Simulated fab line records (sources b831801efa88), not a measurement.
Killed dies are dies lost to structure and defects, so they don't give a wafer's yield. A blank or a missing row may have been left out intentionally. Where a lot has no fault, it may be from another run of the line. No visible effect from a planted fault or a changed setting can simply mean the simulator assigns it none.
Code-filled problem report in 8D (eight disciplines) form    flow gf180mcu    the parts of the form that need people (team, actions taken, sign-off) are left out

## 1. WHAT WENT WRONG
Mean of developer-temp-C at GF_SAB_DEVELOP_08: 24.02 C across 6 wafers in 2 lots; on wafers with no fault it is 22.98 C (standard deviation 0.11). That puts it +9.4 standard deviations away from the usual mean.
The step: develop time 60 s.
The first sign was on wafer L712.1 at day 17 18:34, on litho-track-04. Wafers with a number at this step in the record: 18, from 6 lots. By rule, "out" or "out of limits" means more than 4 standard deviations away from the usual mean. The rest of the wafers with a number are treated as sound.

## 2. WHAT THIS IS AND IS NOT
question                     is                      is not
which readings at this step  developer-temp-C        exhaust-pa
which lots                   L712, L713              L706, L724, L727, L728
which wafers of those lots   all that have a number  -
read on which tools          litho-track-04          litho-track-01
when                         from day 17 18:34       up to then (3 sound wafers); but 9 sound wafers of L724, L727, L728 came after

## 3. THE SUSPECTS, EACH WITH WHAT RULES IT OUT
Counting: a tool stays on the suspect list if, at a process step up to the reading, it processed all lots that are out and no sound lot following the first of them.
- litho-track-04 at GF_SAB_DEVELOP_08 (develop time 60 s): ruled out as a lasting fault. Sound lots L724, L728 ran on it after its first lot that is out, L712 (day 17 18:34).
Left after counting: nothing in the record.

## 4. THE CAUSE (what the simulator had put in)
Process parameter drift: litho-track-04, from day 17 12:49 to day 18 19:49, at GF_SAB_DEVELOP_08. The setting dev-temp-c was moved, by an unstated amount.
Counting ruled it out, wrongly.

## 5. THE CHAIN OF EFFECTS, in route order
Rows list readings where the struck wafers' mean (over those with a number) sits beyond 3 standard deviations from the usual. Only readings for which the record gives a usual standard deviation are gone through. hours: the time from each lot's start at the first step in this table that gives one to its start at this step, as a median over the lots. sigmas: the change in usual standard deviations.
hours  step               reading           usual    on struck wafers  change  sigmas
0      GF_SAB_DEVELOP_08  developer-temp-C  22.98 C  24.02             +1.04   +9.4
Here are the process steps it includes:
- GF_SAB_DEVELOP_08: develop time 60 s.
At these later measuring or inspecting steps, every struck wafer for which the step has a row has a number for every such reading, and none has moved that far: GF_SAB_CD_MEAS_09, GF_SAB_OVL_MEAS_10.

## 6. HOW IT WOULD HAVE BEEN CAUGHT EARLIER
In this record no reading fell out of limits until day 17 18:34, 6 hours after the fault had begun at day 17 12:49.
